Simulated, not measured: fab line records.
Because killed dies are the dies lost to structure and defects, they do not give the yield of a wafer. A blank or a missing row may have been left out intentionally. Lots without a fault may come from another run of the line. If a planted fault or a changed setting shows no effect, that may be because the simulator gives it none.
fab line records || flow gf180mcu || part 2 of 2: steps 26 to 36 of 36
[record] {"lots": 5, "wafers": 15, "lastDay": 33}
route steps=602 shown POLY_GATE@161 HV_LDD@176
lots that met no fault: taken from a fault-free run of the same line
startH: hours from the record's first day to the start of the lot's first wafer shown || waitH: hours since the lot's step before || " repeats the value in the row above || L1.1+2: several wafers, shown together as one row || - no value, or no start was given || * or withheld: withheld || < > ~ a bound
route shown NAME@n: NAME is a module with steps in the file, n the number in the route of the first one || usual: mean and standard deviation over wafers with no fault || same: alike in all rows || chamber/n: place in a boat || sites: the reading at each site || _std_site: the values' standard deviation || _edge_site: inner sites' mean taken away from outer sites' mean || radiusMm: for every site, how far away it sits from the centre of the wafer || mask NAME#n: copy n || behind: the most recent tool/chamber to have shaped the wafer || hold: the reason the lot was held/the length of the hold in hours/how it ended || device: transistor that didn't switch, given as n, p or np || end of line: the same wafers' tests at the end of the route || for a step that has no rows: nothing shown but its recipe || killed: not the wafer's yield, but the dies lost to structure and defects at the first sort || map: a wafer's dies, x killed, . not, _ none there
set.NAME: the setting the step ran with; set.NAME@STEP: the setting that earlier step ran with || model.NAME: the simulator's own value behind a step, which no gauge read
lots seen at some steps along the route; tables by step, rows by wafer
services: when a tool's chamber went out of use (startH, in hours from the record's first day, below 0 if earlier), for how many hours, and the reason
[[steps]]
[step GF_HV_LDD_STRIP_10]
[recipe] {"chemistry": "O2/N2", "powerW": 1400, "pressureMtorr": 1500, "platenTempC": 250, "o2FlowSccm": 3000, "n2FlowSccm": 300, "overashFraction": 0.5}
[usual] {"drypumpMotorCurrentA": "5.4/0.44", "heaterPowerW": "328/35", "oesProductAu": "0.716/0.0046", "stripTimeToEndpointS": "12.613/0.029"}
{"lot.wafer": "L075.1", "tool": "plasmaAsher-04", "chamber": 0, "startH": 227.37, "waitH": 0.1, "drypumpMotorCurrentA": 5.3, "heaterPowerW": 366, "oesProductAu": 0.712, "rfHoursCounterH": 60, "stripTimeToEndpointS": 12.637}
{"lot.wafer": "L075.3", "tool": "plasmaAsher-04", "chamber": 0, "startH": 227.37, "waitH": 0.1, "drypumpMotorCurrentA": 5.3, "heaterPowerW": 370, "oesProductAu": 0.717, "rfHoursCounterH": "-", "stripTimeToEndpointS": 12.639}
{"lot.wafer": "L075.6", "tool": "plasmaAsher-04", "chamber": 1, "startH": 227.37, "waitH": 0.1, "drypumpMotorCurrentA": 6.4, "heaterPowerW": 273, "oesProductAu": 0.725, "rfHoursCounterH": "-", "stripTimeToEndpointS": 12.648}
{"lot.wafer": "L076.1", "tool": "plasmaAsher-01", "chamber": 1, "startH": 231.71, "waitH": 0.1, "drypumpMotorCurrentA": 5.8, "heaterPowerW": 359, "oesProductAu": 0.719, "rfHoursCounterH": 59, "stripTimeToEndpointS": 12.626}
{"lot.wafer": "L076.4", "tool": "plasmaAsher-01", "chamber": 1, "startH": 231.71, "waitH": 0.1, "drypumpMotorCurrentA": 5.8, "heaterPowerW": 370, "oesProductAu": 0.716, "rfHoursCounterH": "-", "stripTimeToEndpointS": 12.628}
{"lot.wafer": "L076.5", "tool": "plasmaAsher-01", "chamber": 0, "startH": 231.71, "waitH": 0.1, "drypumpMotorCurrentA": 5.6, "heaterPowerW": 357, "oesProductAu": 0.715, "rfHoursCounterH": "-", "stripTimeToEndpointS": 12.619}
{"lot.wafer": "L084.1", "tool": "plasmaAsher-01", "chamber": 1, "startH": 286.02, "waitH": 0.1, "drypumpMotorCurrentA": 5.7, "heaterPowerW": 362, "oesProductAu": 0.725, "rfHoursCounterH": 65, "stripTimeToEndpointS": 12.591}
{"lot.wafer": "L084.3", "tool": "plasmaAsher-01", "chamber": 1, "startH": 286.02, "waitH": 0.1, "drypumpMotorCurrentA": 5.7, "heaterPowerW": 362, "oesProductAu": 0.712, "rfHoursCounterH": "-", "stripTimeToEndpointS": 12.604}
{"lot.wafer": "L084.4", "tool": "plasmaAsher-01", "chamber": 0, "startH": 286.02, "waitH": 0.1, "drypumpMotorCurrentA": 5.6, "heaterPowerW": 355, "oesProductAu": 0.724, "rfHoursCounterH": "-", "stripTimeToEndpointS": 12.630}
{"lot.wafer": "L090.1", "tool": "plasmaAsher-01", "chamber": 0, "startH": 330.60, "waitH": 0.1, "drypumpMotorCurrentA": 5.6, "heaterPowerW": 364, "oesProductAu": 0.706, "rfHoursCounterH": 69, "stripTimeToEndpointS": 12.604}
{"lot.wafer": "L090.3", "tool": "plasmaAsher-01", "chamber": 0, "startH": 330.60, "waitH": 0.1, "drypumpMotorCurrentA": 5.6, "heaterPowerW": 355, "oesProductAu": 0.717, "rfHoursCounterH": "-", "stripTimeToEndpointS": 12.610}
{"lot.wafer": "L090.6", "tool": "plasmaAsher-01", "chamber": 1, "startH": 330.60, "waitH": 0.1, "drypumpMotorCurrentA": 5.7, "heaterPowerW": 360, "oesProductAu": 0.715, "rfHoursCounterH": "-", "stripTimeToEndpointS": 12.616}
{"lot.wafer": "L094.3", "tool": "plasmaAsher-03", "chamber": 1, "startH": 362.17, "waitH": 0.1, "drypumpMotorCurrentA": 5.3, "heaterPowerW": 328, "oesProductAu": 0.718, "rfHoursCounterH": "-", "stripTimeToEndpointS": 12.616}
{"lot.wafer": "L094.4", "tool": "plasmaAsher-03", "chamber": 0, "startH": 362.17, "waitH": 0.1, "drypumpMotorCurrentA": 4.8, "heaterPowerW": 283, "oesProductAu": 0.715, "rfHoursCounterH": "-", "stripTimeToEndpointS": 12.652}
{"lot.wafer": "L094.6", "tool": "plasmaAsher-03", "chamber": 1, "startH": 362.17, "waitH": 0.1, "drypumpMotorCurrentA": 5.3, "heaterPowerW": 327, "oesProductAu": 0.715, "rfHoursCounterH": "-", "stripTimeToEndpointS": 12.592}
[step GF_HV_LDD_TW_MEAS_11]
[usual] {"HV_LDD_TW": "2414/13"}
{"lot.wafer": "L075.1", "tool": "filmMetro-04", "chamber": "-", "startH": 227.47, "waitH": 0.1, "HV_LDD_TW": 2403}
{"lot.wafer": "L075.3", "tool": "filmMetro-04", "chamber": "-", "startH": 227.47, "waitH": 0.1, "HV_LDD_TW": 2409}
{"lot.wafer": "L075.6", "tool": "filmMetro-04", "chamber": "-", "startH": 227.47, "waitH": 0.1, "HV_LDD_TW": 2398}
{"lot.wafer": "L076.1", "tool": "filmMetro-04", "chamber": "-", "startH": 231.81, "waitH": 0.1, "HV_LDD_TW": 2405}
{"lot.wafer": "L076.4", "tool": "filmMetro-04", "chamber": "-", "startH": 231.81, "waitH": 0.1, "HV_LDD_TW": 2387}
{"lot.wafer": "L076.5", "tool": "filmMetro-04", "chamber": "-", "startH": 231.81, "waitH": 0.1, "HV_LDD_TW": 2410}
{"lot.wafer": "L084.1", "tool": "filmMetro-04", "chamber": "-", "startH": 286.12, "waitH": 0.1, "HV_LDD_TW": 2425}
{"lot.wafer": "L084.3", "tool": "filmMetro-04", "chamber": "-", "startH": 286.12, "waitH": 0.1, "HV_LDD_TW": 2425}
{"lot.wafer": "L084.4", "tool": "filmMetro-04", "chamber": "-", "startH": 286.12, "waitH": 0.1, "HV_LDD_TW": 2418}
{"lot.wafer": "L090.1", "tool": "filmMetro-01", "chamber": "-", "startH": 330.70, "waitH": 0.1, "HV_LDD_TW": 2421}
{"lot.wafer": "L090.3", "tool": "filmMetro-01", "chamber": "-", "startH": 330.70, "waitH": 0.1, "HV_LDD_TW": 2401}
{"lot.wafer": "L090.6", "tool": "filmMetro-01", "chamber": "-", "startH": 330.70, "waitH": 0.1, "HV_LDD_TW": 2414}
{"lot.wafer": "L094.3", "tool": "filmMetro-04", "chamber": "-", "startH": 362.26, "waitH": 0.1, "HV_LDD_TW": 2409}
{"lot.wafer": "L094.4", "tool": "filmMetro-04", "chamber": "-", "startH": 362.26, "waitH": 0.1, "HV_LDD_TW": 2430}
{"lot.wafer": "L094.6", "tool": "filmMetro-04", "chamber": "-", "startH": 362.26, "waitH": 0.1, "HV_LDD_TW": 2418}
[step GF_HV_LDD_DEHYDRATE_12]
[recipe] {"tempC": 200, "timeS": 60}
[usual] {"resistLineTempC": "23.00/0.11"}
[same] {"timeS": 60}
{"lot.wafer": "L075.1", "tool": "lithoTrack-01", "chamber": 0, "startH": 236.10, "waitH": 8.6, "resistLineTempC": 22.92}
{"lot.wafer": "L075.3", "tool": "lithoTrack-01", "chamber": 0, "startH": 236.10, "waitH": 8.6, "resistLineTempC": 23.20}
{"lot.wafer": "L075.6", "tool": "lithoTrack-01", "chamber": 0, "startH": 236.10, "waitH": 8.6, "resistLineTempC": 23.04}
{"lot.wafer": "L076.1", "tool": "lithoTrack-04", "chamber": 0, "startH": 240.13, "waitH": 8.3, "resistLineTempC": 22.84}
{"lot.wafer": "L076.4", "tool": "lithoTrack-04", "chamber": 0, "startH": 240.13, "waitH": 8.3, "resistLineTempC": 22.85}
{"lot.wafer": "L076.5", "tool": "lithoTrack-04", "chamber": 0, "startH": 240.13, "waitH": 8.3, "resistLineTempC": 22.87}
{"lot.wafer": "L084.1", "tool": "lithoTrack-01", "chamber": 0, "startH": 295.35, "waitH": 9.2, "resistLineTempC": 22.93}
{"lot.wafer": "L084.3", "tool": "lithoTrack-01", "chamber": 0, "startH": 295.35, "waitH": 9.2, "resistLineTempC": 22.91}
{"lot.wafer": "L084.4", "tool": "lithoTrack-01", "chamber": 0, "startH": 295.35, "waitH": 9.2, "resistLineTempC": 22.91}
{"lot.wafer": "L090.1", "tool": "lithoTrack-04", "chamber": 0, "startH": 340.93, "waitH": 10.2, "resistLineTempC": 22.85}
{"lot.wafer": "L090.3", "tool": "lithoTrack-04", "chamber": 0, "startH": 340.93, "waitH": 10.2, "resistLineTempC": 23.00}
{"lot.wafer": "L090.6", "tool": "lithoTrack-04", "chamber": 0, "startH": 340.93, "waitH": 10.2, "resistLineTempC": 23.15}
{"lot.wafer": "L094.3", "tool": "lithoTrack-04", "chamber": 0, "startH": 372.58, "waitH": 10.3, "resistLineTempC": 22.96}
{"lot.wafer": "L094.4", "tool": "lithoTrack-04", "chamber": 0, "startH": 372.58, "waitH": 10.3, "resistLineTempC": 22.89}
{"lot.wafer": "L094.6", "tool": "lithoTrack-04", "chamber": 0, "startH": 372.58, "waitH": 10.3, "resistLineTempC": 23.06}
[step GF_HV_LDD_HMDS_13]
[recipe] {"primeTimeS": 60, "primeTempC": 120}
[usual] {"resistLineTempC": "23.03/0.12"}
{"lot.wafer": "L075.1", "tool": "lithoTrack-01", "chamber": 0, "startH": 236.25, "waitH": 0.1, "resistLineTempC": 23.06}
{"lot.wafer": "L075.3", "tool": "lithoTrack-01", "chamber": 0, "startH": 236.25, "waitH": 0.1, "resistLineTempC": 22.96}
{"lot.wafer": "L075.6", "tool": "lithoTrack-01", "chamber": 0, "startH": 236.25, "waitH": 0.1, "resistLineTempC": 22.93}
{"lot.wafer": "L076.1", "tool": "lithoTrack-04", "chamber": 0, "startH": 240.28, "waitH": 0.1, "resistLineTempC": 23.08}
{"lot.wafer": "L076.4", "tool": "lithoTrack-04", "chamber": 0, "startH": 240.28, "waitH": 0.1, "resistLineTempC": 23.09}
{"lot.wafer": "L076.5", "tool": "lithoTrack-04", "chamber": 0, "startH": 240.28, "waitH": 0.1, "resistLineTempC": 23.06}
{"lot.wafer": "L084.1", "tool": "lithoTrack-01", "chamber": 0, "startH": 295.50, "waitH": 0.1, "resistLineTempC": 23.16}
{"lot.wafer": "L084.3", "tool": "lithoTrack-01", "chamber": 0, "startH": 295.50, "waitH": 0.1, "resistLineTempC": 23.13}
{"lot.wafer": "L084.4", "tool": "lithoTrack-01", "chamber": 0, "startH": 295.50, "waitH": 0.1, "resistLineTempC": 23.16}
{"lot.wafer": "L090.1", "tool": "lithoTrack-04", "chamber": 0, "startH": 341.08, "waitH": 0.1, "resistLineTempC": 22.95}
{"lot.wafer": "L090.3", "tool": "lithoTrack-04", "chamber": 0, "startH": 341.08, "waitH": 0.1, "resistLineTempC": 22.90}
{"lot.wafer": "L090.6", "tool": "lithoTrack-04", "chamber": 0, "startH": 341.08, "waitH": 0.1, "resistLineTempC": 22.82}
{"lot.wafer": "L094.3", "tool": "lithoTrack-04", "chamber": 0, "startH": 372.73, "waitH": 0.1, "resistLineTempC": 22.96}
{"lot.wafer": "L094.4", "tool": "lithoTrack-04", "chamber": 0, "startH": 372.73, "waitH": 0.1, "resistLineTempC": 22.94}
{"lot.wafer": "L094.6", "tool": "lithoTrack-04", "chamber": 0, "startH": 372.73, "waitH": 0.1, "resistLineTempC": 22.94}
[step GF_HV_LDD_COAT_14]
[recipe] {"resist": "NOVOLAK", "spinRpm": 3000, "resistThkNm": 1000}
[usual] {"resistLineTempC": "23.01/0.1"}
{"lot.wafer": "L075.1", "tool": "lithoTrack-01", "chamber": 0, "startH": 236.40, "waitH": 0.1, "resistLineTempC": 23.01}
{"lot.wafer": "L075.3", "tool": "lithoTrack-01", "chamber": 0, "startH": 236.40, "waitH": 0.1, "resistLineTempC": 23.02}
{"lot.wafer": "L075.6", "tool": "lithoTrack-01", "chamber": 0, "startH": 236.40, "waitH": 0.1, "resistLineTempC": 22.86}
{"lot.wafer": "L076.1", "tool": "lithoTrack-04", "chamber": 0, "startH": 240.43, "waitH": 0.1, "resistLineTempC": 23.05}
{"lot.wafer": "L076.4", "tool": "lithoTrack-04", "chamber": 0, "startH": 240.43, "waitH": 0.1, "resistLineTempC": 22.98}
{"lot.wafer": "L076.5", "tool": "lithoTrack-04", "chamber": 0, "startH": 240.43, "waitH": 0.1, "resistLineTempC": 23.16}
{"lot.wafer": "L084.1", "tool": "lithoTrack-01", "chamber": 0, "startH": 295.65, "waitH": 0.1, "resistLineTempC": 22.98}
{"lot.wafer": "L084.3", "tool": "lithoTrack-01", "chamber": 0, "startH": 295.65, "waitH": 0.1, "resistLineTempC": 23.07}
{"lot.wafer": "L084.4", "tool": "lithoTrack-01", "chamber": 0, "startH": 295.65, "waitH": 0.1, "resistLineTempC": 22.87}
{"lot.wafer": "L090.1", "tool": "lithoTrack-04", "chamber": 0, "startH": 341.23, "waitH": 0.1, "resistLineTempC": 22.96}
{"lot.wafer": "L090.3", "tool": "lithoTrack-04", "chamber": 0, "startH": 341.23, "waitH": 0.1, "resistLineTempC": 23.08}
{"lot.wafer": "L090.6", "tool": "lithoTrack-04", "chamber": 0, "startH": 341.23, "waitH": 0.1, "resistLineTempC": 23.01}
{"lot.wafer": "L094.3", "tool": "lithoTrack-04", "chamber": 0, "startH": 372.88, "waitH": 0.1, "resistLineTempC": 22.95}
{"lot.wafer": "L094.4", "tool": "lithoTrack-04", "chamber": 0, "startH": 372.88, "waitH": 0.1, "resistLineTempC": 22.87}
{"lot.wafer": "L094.6", "tool": "lithoTrack-04", "chamber": 0, "startH": 372.88, "waitH": 0.1, "resistLineTempC": 22.90}
[step GF_HV_LDD_SOFTBAKE_15]
[recipe] {"tempC": 90, "timeS": 60, "resist": "NOVOLAK"}
[usual] {"resistLineTempC": "23.01/0.11"}
[same] {"timeS": 60}
{"lot.wafer": "L075.1", "tool": "lithoTrack-01", "chamber": 0, "startH": 236.55, "waitH": 0.1, "resistLineTempC": 23.02}
{"lot.wafer": "L075.3", "tool": "lithoTrack-01", "chamber": 0, "startH": 236.55, "waitH": 0.1, "resistLineTempC": 23.14}
{"lot.wafer": "L075.6", "tool": "lithoTrack-01", "chamber": 0, "startH": 236.55, "waitH": 0.1, "resistLineTempC": 22.93}
{"lot.wafer": "L076.1", "tool": "lithoTrack-04", "chamber": 0, "startH": 240.58, "waitH": 0.1, "resistLineTempC": 23.00}
{"lot.wafer": "L076.4", "tool": "lithoTrack-04", "chamber": 0, "startH": 240.58, "waitH": 0.1, "resistLineTempC": 22.98}
{"lot.wafer": "L076.5", "tool": "lithoTrack-04", "chamber": 0, "startH": 240.58, "waitH": 0.1, "resistLineTempC": 23.08}
{"lot.wafer": "L084.1", "tool": "lithoTrack-01", "chamber": 0, "startH": 295.80, "waitH": 0.1, "resistLineTempC": 23.04}
{"lot.wafer": "L084.3", "tool": "lithoTrack-01", "chamber": 0, "startH": 295.80, "waitH": 0.1, "resistLineTempC": 22.86}
{"lot.wafer": "L084.4", "tool": "lithoTrack-01", "chamber": 0, "startH": 295.80, "waitH": 0.1, "resistLineTempC": 22.80}
{"lot.wafer": "L090.1", "tool": "lithoTrack-04", "chamber": 0, "startH": 341.38, "waitH": 0.1, "resistLineTempC": 22.82}
{"lot.wafer": "L090.3", "tool": "lithoTrack-04", "chamber": 0, "startH": 341.38, "waitH": 0.1, "resistLineTempC": 22.97}
{"lot.wafer": "L090.6", "tool": "lithoTrack-04", "chamber": 0, "startH": 341.38, "waitH": 0.1, "resistLineTempC": 22.81}
{"lot.wafer": "L094.3", "tool": "lithoTrack-04", "chamber": 0, "startH": 373.03, "waitH": 0.1, "resistLineTempC": 22.99}
{"lot.wafer": "L094.4", "tool": "lithoTrack-04", "chamber": 0, "startH": 373.03, "waitH": 0.1, "resistLineTempC": 23.17}
{"lot.wafer": "L094.6", "tool": "lithoTrack-04", "chamber": 0, "startH": 373.03, "waitH": 0.1, "resistLineTempC": 23.11}
[step GF_HV_LDD_EXPOSE_16]
[recipe] {"maskId": "Pplus_LV_AREA", "targetCdNm": 400, "na": 0.6, "sourceShape": "conventional", "sigmaOuter": 0.6, "doseMj": 140}
{"lot.wafer": "L075.1+3+6", "tool": "ilineStepper-01", "chamber": 0, "startH": "-", "waitH": "-", "mask": "Pplus_LV_AREA#0"}
{"lot.wafer": "L076.1+4+5", "tool": "ilineStepper-01", "chamber": 0, "startH": "-", "waitH": "-", "mask": "Pplus_LV_AREA#0"}
{"lot.wafer": "L084.1+3+4", "tool": "ilineStepper-01", "chamber": 0, "startH": "-", "waitH": "-", "mask": "Pplus_LV_AREA#0"}
{"lot.wafer": "L090.1+3+6", "tool": "ilineStepper-02", "chamber": 0, "startH": "-", "waitH": "-", "mask": "Pplus_LV_AREA#0"}
{"lot.wafer": "L094.3+4+6", "tool": "ilineStepper-02", "chamber": 0, "startH": "-", "waitH": "-", "mask": "Pplus_LV_AREA#0"}
[step GF_HV_LDD_PEB_17]
[recipe] {"tempC": "withheld", "timeS": "*", "resist": "NOVOLAK"}
[usual] {"resistLineTempC": "*"}
[same] {"timeS": "*"}
{"lot.wafer": "L075.1", "tool": "lithoTrack-01", "chamber": 0, "startH": "-", "waitH": "-", "resistLineTempC": "*"}
{"lot.wafer": "L075.3", "tool": "lithoTrack-01", "chamber": 0, "startH": "-", "waitH": "-", "resistLineTempC": "*"}
{"lot.wafer": "L075.6", "tool": "lithoTrack-01", "chamber": 0, "startH": "-", "waitH": "-", "resistLineTempC": "*"}
{"lot.wafer": "L076.1", "tool": "lithoTrack-02", "chamber": 0, "startH": "-", "waitH": "-", "resistLineTempC": "*"}
{"lot.wafer": "L076.4", "tool": "lithoTrack-02", "chamber": 0, "startH": "-", "waitH": "-", "resistLineTempC": "*"}
{"lot.wafer": "L076.5", "tool": "lithoTrack-02", "chamber": 0, "startH": "-", "waitH": "-", "resistLineTempC": "*"}
{"lot.wafer": "L084.1", "tool": "lithoTrack-01", "chamber": 0, "startH": "-", "waitH": "-", "resistLineTempC": "*"}
{"lot.wafer": "L084.3", "tool": "lithoTrack-01", "chamber": 0, "startH": "-", "waitH": "-", "resistLineTempC": "*"}
{"lot.wafer": "L084.4", "tool": "lithoTrack-01", "chamber": 0, "startH": "-", "waitH": "-", "resistLineTempC": "*"}
{"lot.wafer": "L090.1", "tool": "lithoTrack-01", "chamber": 0, "startH": "-", "waitH": "-", "resistLineTempC": "*"}
{"lot.wafer": "L090.3", "tool": "lithoTrack-01", "chamber": 0, "startH": "-", "waitH": "-", "resistLineTempC": "*"}
{"lot.wafer": "L090.6", "tool": "lithoTrack-01", "chamber": 0, "startH": "-", "waitH": "-", "resistLineTempC": "*"}
{"lot.wafer": "L094.3", "tool": "lithoTrack-04", "chamber": 0, "startH": "-", "waitH": "-", "resistLineTempC": "*"}
{"lot.wafer": "L094.4", "tool": "lithoTrack-04", "chamber": 0, "startH": "-", "waitH": "-", "resistLineTempC": "*"}
{"lot.wafer": "L094.6", "tool": "lithoTrack-04", "chamber": 0, "startH": "-", "waitH": "-", "resistLineTempC": "*"}
[step GF_HV_LDD_DEVELOP_18]
[recipe] {"developTimeS": 60, "devTempC": 23}
[usual] {"resistLineTempC": "23.03/0.097"}
{"lot.wafer": "L075.1", "tool": "lithoTrack-01", "chamber": 0, "startH": 245.50, "waitH": 0.1, "resistLineTempC": 23.08}
{"lot.wafer": "L075.3", "tool": "lithoTrack-01", "chamber": 0, "startH": 245.50, "waitH": 0.1, "resistLineTempC": 22.99}
{"lot.wafer": "L075.6", "tool": "lithoTrack-01", "chamber": 0, "startH": 245.50, "waitH": 0.1, "resistLineTempC": 22.82}
{"lot.wafer": "L076.1", "tool": "lithoTrack-02", "chamber": 0, "startH": 249.91, "waitH": 0.1, "resistLineTempC": 22.96}
{"lot.wafer": "L076.4", "tool": "lithoTrack-02", "chamber": 0, "startH": 249.91, "waitH": 0.1, "resistLineTempC": 23.02}
{"lot.wafer": "L076.5", "tool": "lithoTrack-02", "chamber": 0, "startH": 249.91, "waitH": 0.1, "resistLineTempC": 22.88}
{"lot.wafer": "L084.1", "tool": "lithoTrack-01", "chamber": 0, "startH": 305.70, "waitH": 0.1, "resistLineTempC": 22.78}
{"lot.wafer": "L084.3", "tool": "lithoTrack-01", "chamber": 0, "startH": 305.70, "waitH": 0.1, "resistLineTempC": 22.88}
{"lot.wafer": "L084.4", "tool": "lithoTrack-01", "chamber": 0, "startH": 305.70, "waitH": 0.1, "resistLineTempC": 22.89}
{"lot.wafer": "L090.1", "tool": "lithoTrack-01", "chamber": 0, "startH": 352.45, "waitH": 0.1, "resistLineTempC": 23.03}
{"lot.wafer": "L090.3", "tool": "lithoTrack-01", "chamber": 0, "startH": 352.45, "waitH": 0.1, "resistLineTempC": 23.07}
{"lot.wafer": "L090.6", "tool": "lithoTrack-01", "chamber": 0, "startH": 352.45, "waitH": 0.1, "resistLineTempC": 22.93}
{"lot.wafer": "L094.3", "tool": "lithoTrack-04", "chamber": 0, "startH": 383.98, "waitH": 0.1, "resistLineTempC": 22.91}
{"lot.wafer": "L094.4", "tool": "lithoTrack-04", "chamber": 0, "startH": 383.98, "waitH": 0.1, "resistLineTempC": 22.95}
{"lot.wafer": "L094.6", "tool": "lithoTrack-04", "chamber": 0, "startH": 383.98, "waitH": 0.1, "resistLineTempC": 22.91}
[step GF_HV_LDD_CD_MEAS_19]
[recipe] {"targetCdNm": 400}
[usual] {"cdNm": "399.5/1.9"}
{"lot.wafer": "L075.1", "tool": "cdSem-01", "chamber": "-", "startH": 245.65, "waitH": 0.1, "cdNm": 401.1}
{"lot.wafer": "L075.3", "tool": "cdSem-01", "chamber": "-", "startH": 245.65, "waitH": 0.1, "cdNm": 401.9}
{"lot.wafer": "L075.6", "tool": "cdSem-01", "chamber": "-", "startH": 245.65, "waitH": 0.1, "cdNm": 400.7}
{"lot.wafer": "L076.1", "tool": "cdSem-01", "chamber": "-", "startH": 250.06, "waitH": 0.1, "cdNm": 399.8}
{"lot.wafer": "L076.4", "tool": "cdSem-01", "chamber": "-", "startH": 250.06, "waitH": 0.1, "cdNm": 401.5}
{"lot.wafer": "L076.5", "tool": "cdSem-01", "chamber": "-", "startH": 250.06, "waitH": 0.1, "cdNm": 401.7}
{"lot.wafer": "L084.1", "tool": "cdSem-02", "chamber": "-", "startH": 305.85, "waitH": 0.1, "cdNm": 399.3}
{"lot.wafer": "L084.3", "tool": "cdSem-02", "chamber": "-", "startH": 305.85, "waitH": 0.1, "cdNm": 396.6}
{"lot.wafer": "L084.4", "tool": "cdSem-02", "chamber": "-", "startH": 305.85, "waitH": 0.1, "cdNm": 397.9}
{"lot.wafer": "L090.1", "tool": "cdSem-01", "chamber": "-", "startH": 352.60, "waitH": 0.1, "cdNm": 399.4}
{"lot.wafer": "L090.3", "tool": "cdSem-01", "chamber": "-", "startH": 352.60, "waitH": 0.1, "cdNm": 398.5}
{"lot.wafer": "L090.6", "tool": "cdSem-01", "chamber": "-", "startH": 352.60, "waitH": 0.1, "cdNm": 399.2}
{"lot.wafer": "L094.3", "tool": "cdSem-02", "chamber": "-", "startH": 384.12, "waitH": 0.1, "cdNm": 399.7}
{"lot.wafer": "L094.4", "tool": "cdSem-02", "chamber": "-", "startH": 384.12, "waitH": 0.1, "cdNm": 399.2}
{"lot.wafer": "L094.6", "tool": "cdSem-02", "chamber": "-", "startH": 384.12, "waitH": 0.1, "cdNm": 399.0}
[step GF_HV_LDD_OVL_MEAS_20]
[usual] {"HV_LDD_01_OVL": "-0.4/1.4"}
{"lot.wafer": "L075.1", "tool": "overlay-02", "chamber": "-", "startH": 245.77, "waitH": 0.1, "HV_LDD_01_OVL[nm]": -0.2}
{"lot.wafer": "L075.3", "tool": "overlay-02", "chamber": "-", "startH": 245.77, "waitH": 0.1, "HV_LDD_01_OVL[nm]": -1.0}
{"lot.wafer": "L075.6", "tool": "overlay-02", "chamber": "-", "startH": 245.77, "waitH": 0.1, "HV_LDD_01_OVL[nm]": -1.1}
{"lot.wafer": "L076.1", "tool": "overlay-01", "chamber": "-", "startH": 250.18, "waitH": 0.1, "HV_LDD_01_OVL[nm]": -2.5}
{"lot.wafer": "L076.4", "tool": "overlay-01", "chamber": "-", "startH": 250.18, "waitH": 0.1, "HV_LDD_01_OVL[nm]": -2.3}
{"lot.wafer": "L076.5", "tool": "overlay-01", "chamber": "-", "startH": 250.18, "waitH": 0.1, "HV_LDD_01_OVL[nm]": -2.5}
{"lot.wafer": "L084.1", "tool": "overlay-01", "chamber": "-", "startH": 305.97, "waitH": 0.1, "HV_LDD_01_OVL[nm]": -0.5}
{"lot.wafer": "L084.3", "tool": "overlay-01", "chamber": "-", "startH": 305.97, "waitH": 0.1, "HV_LDD_01_OVL[nm]": 1.1}
{"lot.wafer": "L084.4", "tool": "overlay-01", "chamber": "-", "startH": 305.97, "waitH": 0.1, "HV_LDD_01_OVL[nm]": -0.5}
{"lot.wafer": "L090.1", "tool": "overlay-02", "chamber": "-", "startH": 352.72, "waitH": 0.1, "HV_LDD_01_OVL[nm]": -1.8}
{"lot.wafer": "L090.3", "tool": "overlay-02", "chamber": "-", "startH": 352.72, "waitH": 0.1, "HV_LDD_01_OVL[nm]": 0.0}
{"lot.wafer": "L090.6", "tool": "overlay-02", "chamber": "-", "startH": 352.72, "waitH": 0.1, "HV_LDD_01_OVL[nm]": -0.7}
{"lot.wafer": "L094.3", "tool": "overlay-02", "chamber": "-", "startH": 384.21, "waitH": 0.1, "HV_LDD_01_OVL[nm]": -1.8}
{"lot.wafer": "L094.4", "tool": "overlay-02", "chamber": "-", "startH": 384.21, "waitH": 0.1, "HV_LDD_01_OVL[nm]": -0.6}
{"lot.wafer": "L094.6", "tool": "overlay-02", "chamber": "-", "startH": 384.21, "waitH": 0.1, "HV_LDD_01_OVL[nm]": 2.0}
[[services]]
{"tool": "plasmaAsher-03", "chamber": "-", "startH": 197.22, "hours": 2.8, "kind": "pm"}
{"tool": "implanter-02", "chamber": "-", "startH": 209.41, "hours": 4.7, "kind": "repair"}
{"tool": "ilineStepper-02", "chamber": "-", "startH": 213.29, "hours": 2.1, "kind": "pm"}
{"tool": "plasmaAsher-01", "chamber": "-", "startH": 225.84, "hours": 0.6, "kind": "repair"}
{"tool": "rieSi-01", "chamber": "-", "startH": 226.88, "hours": 0.5, "kind": "repair"}
{"tool": "rieSi-01", "chamber": 2, "startH": 228.05, "hours": 6.7, "kind": "repair"}
{"tool": "krfScanner-01", "chamber": "-", "startH": 238.40, "hours": 4.0, "kind": "pm"}
{"tool": "rieSi-01", "chamber": "-", "startH": 241.60, "hours": 15.6, "kind": "pm"}
{"tool": "ilineStepper-02", "chamber": "-", "startH": 244.73, "hours": 4.4, "kind": "pm"}
{"tool": "plasmaAsher-01", "chamber": "-", "startH": 247.98, "hours": 4.5, "kind": "repair"}
{"tool": "krfScanner-01", "chamber": "-", "startH": 249.13, "hours": 0.8, "kind": "pm"}
{"tool": "krfScanner-01", "chamber": "-", "startH": 263.46, "hours": 0.4, "kind": "repair"}
{"tool": "rieDiel-04", "chamber": 1, "startH": 276.16, "hours": 1.2, "kind": "repair"}
{"tool": "ilineStepper-01", "chamber": "-", "startH": 291.03, "hours": 1.7, "kind": "pm"}
{"tool": "krfScanner-01", "chamber": "-", "startH": 293.61, "hours": 1.0, "kind": "pm"}
{"tool": "krfScanner-01", "chamber": "-", "startH": 294.61, "hours": 1.3, "kind": "pm"}
{"tool": "ilineStepper-01", "chamber": "-", "startH": 299.41, "hours": 1.0, "kind": "repair"}
{"tool": "krfScanner-01", "chamber": "-", "startH": 308.29, "hours": 3.6, "kind": "pm"}
{"tool": "krfScanner-01", "chamber": "-", "startH": 312.03, "hours": 36.0, "kind": "pm"}
{"tool": "ilineStepper-02", "chamber": "-", "startH": 316.94, "hours": 1.7, "kind": "pm"}
{"tool": "rieSi-01", "chamber": 3, "startH": 333.78, "hours": 2.5, "kind": "repair"}
{"tool": "ilineStepper-02", "chamber": "-", "startH": 362.77, "hours": 6.7, "kind": "repair"}
{"tool": "rieDiel-04", "chamber": 1, "startH": 371.83, "hours": 17.3, "kind": "repair"}
{"tool": "rieSi-01", "chamber": 0, "startH": 382.56, "hours": 14.1, "kind": "repair"}
